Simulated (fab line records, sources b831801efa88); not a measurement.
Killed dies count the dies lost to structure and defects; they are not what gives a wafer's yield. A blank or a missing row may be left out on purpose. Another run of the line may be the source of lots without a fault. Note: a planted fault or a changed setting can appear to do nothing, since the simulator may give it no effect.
Problem report in the 8D (eight disciplines) form, filled by code | flow gf180mcu | the parts of the form that need people (team, actions taken, sign-off) are left out

## 1. THE PROBLEM
Wafers without a fault read 98.1 s, standard deviation 0.5; run_length_s at GF_POLY_GATE_ETCH_13 reads a mean of 110.7 s on 6 wafers belonging to 2 lots. That is +25 standard deviations from the usual mean.
The step: etches poly-Si in HBr/Cl2, stops on SiO2, target depth 198.5 nm, time 69.6 s.
First seen on wafer L979.2, day 12 15:31, on rie_si-02. The record holds 39 wafers of 13 lots with a number at this step. Rule for "out", or "out of limits": more than 4 standard deviations from the usual mean. Any other wafer with a number is counted as sound.

## 2. WHAT IT IS, AND WHAT IT ISN'T
question                    | is                           | is not
which readings at this step | run_length_s, oes_product_au | drypump_motor_current_A, throttle_valve_pct
which lots                  | L979, L980                   | L968, L969, L971, L973, L975, L978, L987, L988, L989, L990, L991
which wafers of those lots  | all that have a number       | -
read on which tools         | rie_si-02                    | rie_si-01
when                        | from day 12 15:31            | up to then (18 sound wafers); but 15 sound wafers of L987, L988, L989, L990, L991 came after

## 3. THE SUSPECTS, EACH WITH WHAT RULES IT OUT
Counting: a tool at any process step up to the reading remains a suspect when it ran all the lots that are out and ran no sound lot after the first of those.
- rie_si-02 at GF_POLY_GATE_ETCH_13 (etches poly-Si in HBr/Cl2, stops on SiO2, target depth 198.5 nm, time 69.6 s): ruled out as a lasting fault. After its first lot that is out, L979 (day 12 15:31), sound lots L989, L990 ran on it.
Left after counting: nothing in the record.

## 4. THE CAUSE (what the simulator had put in)
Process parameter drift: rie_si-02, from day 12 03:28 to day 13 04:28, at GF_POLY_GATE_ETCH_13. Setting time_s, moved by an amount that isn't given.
Counting ruled it out, wrongly.

## 5. THE EFFECT CHAIN, in route order
Each row: a reading whose mean over the struck wafers that have a number lies more than 3 standard deviations from the usual. Readings are gone through only where the record gives a usual standard deviation; hours: the median, over the lots, of the time from a lot's start at the first step in this table giving one to that lot's start at this step; sigmas: the change measured in usual standard deviations.
hours | step                 | reading        | usual      | on struck wafers | change | sigmas
0     | GF_POLY_GATE_ETCH_13 | oes_product_au | 0.989 a.u. | 0.893            | -0.096 | -13
0     | GF_POLY_GATE_ETCH_13 | run_length_s   | 98.1 s     | 110.7            | +12.6  | +25
The process steps in it:
- GF_POLY_GATE_ETCH_13: etches poly-Si in HBr/Cl2, stops on SiO2, target depth 198.5 nm, time 69.6 s.
At these later measuring or inspecting steps, every struck wafer for which the step has a row has a number for every such reading, and none has moved that far: GF_HV_LDD_OVL_MEAS_08.

## 6. WHAT WOULD HAVE CAUGHT IT SOONER
The fault began at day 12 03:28; the first out-of-limits reading in this record came at day 12 15:31, 12 hours later.
